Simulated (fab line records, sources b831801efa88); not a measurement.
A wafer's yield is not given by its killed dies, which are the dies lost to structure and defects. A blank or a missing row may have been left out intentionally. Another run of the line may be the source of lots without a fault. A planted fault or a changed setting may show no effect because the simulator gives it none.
Matching of chambers || flow gf180mcu || 4 sister chambers for GF_V5_ETCH_16 on rie diel-01
The step etches BARC in N2/H2. 14 wafers are shown with their chamber, then 7 later ones without.

EACH WAFER AND ITS CHAMBER
{"wafer": "L821.1", "chamber": 3, "drypump motor current A (A)": 5.6, "oes product au (a.u.)": 0.850, "throttle valve pct (%)": 13.224}
{"wafer": "L821.2", "chamber": 0, "drypump motor current A (A)": 6.3, "oes product au (a.u.)": 0.845, "throttle valve pct (%)": 13.229}
{"wafer": "L821.3", "chamber": 2, "drypump motor current A (A)": 5.8, "oes product au (a.u.)": 0.857, "throttle valve pct (%)": 13.223}
{"wafer": "L822.1", "chamber": 2, "drypump motor current A (A)": 5.8, "oes product au (a.u.)": 0.857, "throttle valve pct (%)": 13.233}
{"wafer": "L822.5", "chamber": 0, "drypump motor current A (A)": 6.4, "oes product au (a.u.)": 0.850, "throttle valve pct (%)": 13.205}
{"wafer": "L822.6", "chamber": 1, "drypump motor current A (A)": 5.5, "oes product au (a.u.)": 0.859, "throttle valve pct (%)": 13.227}
{"wafer": "L825.1", "chamber": 3, "drypump motor current A (A)": 5.6, "oes product au (a.u.)": 0.855, "throttle valve pct (%)": 13.245}
{"wafer": "L825.3", "chamber": 2, "drypump motor current A (A)": 5.8, "oes product au (a.u.)": 0.849, "throttle valve pct (%)": 13.222}
{"wafer": "L825.4", "chamber": 1, "drypump motor current A (A)": 5.4, "oes product au (a.u.)": 0.851, "throttle valve pct (%)": 13.235}
{"wafer": "L828.1", "chamber": 3, "drypump motor current A (A)": 5.6, "oes product au (a.u.)": 0.852, "throttle valve pct (%)": 13.213}
{"wafer": "L828.2", "chamber": 0, "drypump motor current A (A)": 6.3, "oes product au (a.u.)": 0.851, "throttle valve pct (%)": 13.223}
{"wafer": "L828.4", "chamber": 2, "drypump motor current A (A)": 5.8, "oes product au (a.u.)": 0.860, "throttle valve pct (%)": 13.230}
{"wafer": "L832.2", "chamber": 0, "drypump motor current A (A)": 6.3, "oes product au (a.u.)": 0.859, "throttle valve pct (%)": 13.235}
{"wafer": "L832.4", "chamber": 3, "drypump motor current A (A)": 5.6, "oes product au (a.u.)": 0.853, "throttle valve pct (%)": 13.216}

SIGNATURES, as means of the wafers listed above
{"reading": "drypump motor current A", "chamber 0": 6.325, "chamber 1": 5.450, "chamber 2": 5.800, "chamber 3": 5.600, "scatter within a chamber": 0.0354}
{"reading": "oes product au", "chamber 0": 0.85125, "chamber 1": 0.85500, "chamber 2": 0.85575, "chamber 3": 0.85250, "scatter within a chamber": 0.00461}
{"reading": "throttle valve pct", "chamber 0": 13.22300, "chamber 1": 13.23100, "chamber 2": 13.22700, "chamber 3": 13.22450, "scatter within a chamber": 0.0112}
Rule: a wafer lies at a distance from a chamber equal to the root of the sum of squares, over the readings, of (its reading less the chamber's mean, divided by the reading's scatter). The wafer belongs to the nearest chamber; if the next one is less than 2 further off, it can't be placed. How the scatter is found: for the shown wafers, subtract from each reading the mean of its chamber, square and add these, divide the total by (wafers less chambers), then take the root.

WAFERS WHOSE CHAMBER IS MISSING
{"wafer": "L832.6", "drypump motor current A (A)": 5.8, "oes product au (a.u.)": 0.864, "throttle valve pct (%)": 13.227}
{"wafer": "L837.1", "drypump motor current A (A)": 5.6, "oes product au (a.u.)": 0.852, "throttle valve pct (%)": 13.214}
{"wafer": "L837.5", "drypump motor current A (A)": 5.8, "oes product au (a.u.)": 0.856, "throttle valve pct (%)": 13.228}
{"wafer": "L837.6", "drypump motor current A (A)": 5.6, "oes product au (a.u.)": 0.846, "throttle valve pct (%)": 13.231}
{"wafer": "L839.2", "drypump motor current A (A)": 5.8, "oes product au (a.u.)": 0.848, "throttle valve pct (%)": 13.245}
{"wafer": "L839.3", "drypump motor current A (A)": 5.5, "oes product au (a.u.)": 0.859, "throttle valve pct (%)": 13.214}
{"wafer": "L839.6", "drypump motor current A (A)": 6.3, "oes product au (a.u.)": 0.860, "throttle valve pct (%)": 13.239}

CHAMBER TAKEN BY EACH
{"wafer": "L832.6", "from the rows above": 2, "in truth": 2}
{"wafer": "L837.1", "from the rows above": 3, "in truth": 3}
{"wafer": "L837.5", "from the rows above": 2, "in truth": 2}
{"wafer": "L837.6", "from the rows above": 3, "in truth": 3}
{"wafer": "L839.2", "from the rows above": 2, "in truth": 2}
{"wafer": "L839.3", "from the rows above": "can't be placed: 1 or 3", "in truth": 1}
{"wafer": "L839.6", "from the rows above": 0, "in truth": 0}
Placed correctly: 6 of 7. These rows do not allow placing 1 (true chamber among the candidates in 1). Placed wrongly: 0.
